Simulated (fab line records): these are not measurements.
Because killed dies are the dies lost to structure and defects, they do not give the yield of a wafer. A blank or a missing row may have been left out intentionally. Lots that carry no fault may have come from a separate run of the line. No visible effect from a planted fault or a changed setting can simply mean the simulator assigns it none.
Problem report, 8D (eight disciplines) form, completed by code + flow gf180mcu + the parts of the form that need people (team, actions taken, sign-off) are left out

1. THE ISSUE
Mean of run-length-s at GF_M5_SOFTBAKE_03: 93.68 s across 3 wafers in 2 lots; on wafers with no fault it is 88.90 s (standard deviation 0.21). Relative to the usual mean, that is a shift of +23 standard deviations.
The step: time 60 s.
The first sign was on wafer L827.1 at day 31 05:46, on litho-track-03. The record holds 38 wafers of 13 lots with a number at this step. By rule, "out" or "out of limits" means more than 4 standard deviations away from the usual mean. The other wafers with a number count as sound.

2. WHAT IT IS; WHAT IT IS NOT
| question                    | is                     | is not                                                           |
|-----------------------------|------------------------|------------------------------------------------------------------|
| which readings at this step | run-length-s           | -                                                                |
| which lots                  | L827, L831             | L809, L810, L811, L812, L814, L815, L816, L818, L819, L821, L823 |
| which wafers of those lots  | L827.1, L831.1, L831.3 | L827.5, L827.6                                                   |
| read on which tools         | litho-track-03         | litho-track-01, litho-track-04                                   |
| when                        | from day 31 05:46      | up to then (35 sound wafers)                                     |

3. WHAT RULES OUT EACH SUSPECT
Counting: any tool at a process step up to the reading remains a suspect provided it ran every lot that is out. Sound lots after the first of them don't rule it out here, since some wafers of a struck lot are sound.
- litho-track-03 at GF_M5_SOFTBAKE_03 (time 60 s): kept. It ran every lot that is out, first L827 (day 31 05:46); its last sound lot up to then is L823 (day 30 06:25). On those wafers its own readings are out: run-length-s.
The count leaves litho-track-03 at GF_M5_SOFTBAKE_03.

4. THE CAUSE (what the simulator had put in)
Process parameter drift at GF_M5_SOFTBAKE_03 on litho-track-03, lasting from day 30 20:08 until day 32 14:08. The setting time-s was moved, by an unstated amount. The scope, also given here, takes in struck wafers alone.
The count eliminated every tool but this one.

5. SEQUENCE OF EFFECTS, ordered by route
Rows list readings where the struck wafers' mean (over those with a number) sits beyond 3 standard deviations from the usual. Only readings whose record carries a usual standard deviation are examined. hours: median over the lots of the time between each lot's start at the first step of this table that gives one and its start at this step. sigmas: the change, counted in usual standard deviations.
| hours | step              | reading      | usual   | on struck wafers | change | sigmas |
|-------|-------------------|--------------|---------|------------------|--------|--------|
| 0     | GF_M5_SOFTBAKE_03 | run-length-s | 88.90 s | 93.68            | +4.78  | +23    |
Process steps it contains:
- GF_M5_SOFTBAKE_03: time 60 s.
Later measuring or inspecting steps at which every struck wafer that the step has a row for has a number for every such reading, and none has moved that far: GF_PASSIVATION_THK_MEAS_03.

6. WHAT WOULD HAVE CAUGHT IT SOONER
In this record the first reading out of limits was taken at day 31 05:46, 10 hours after the fault began at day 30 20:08.
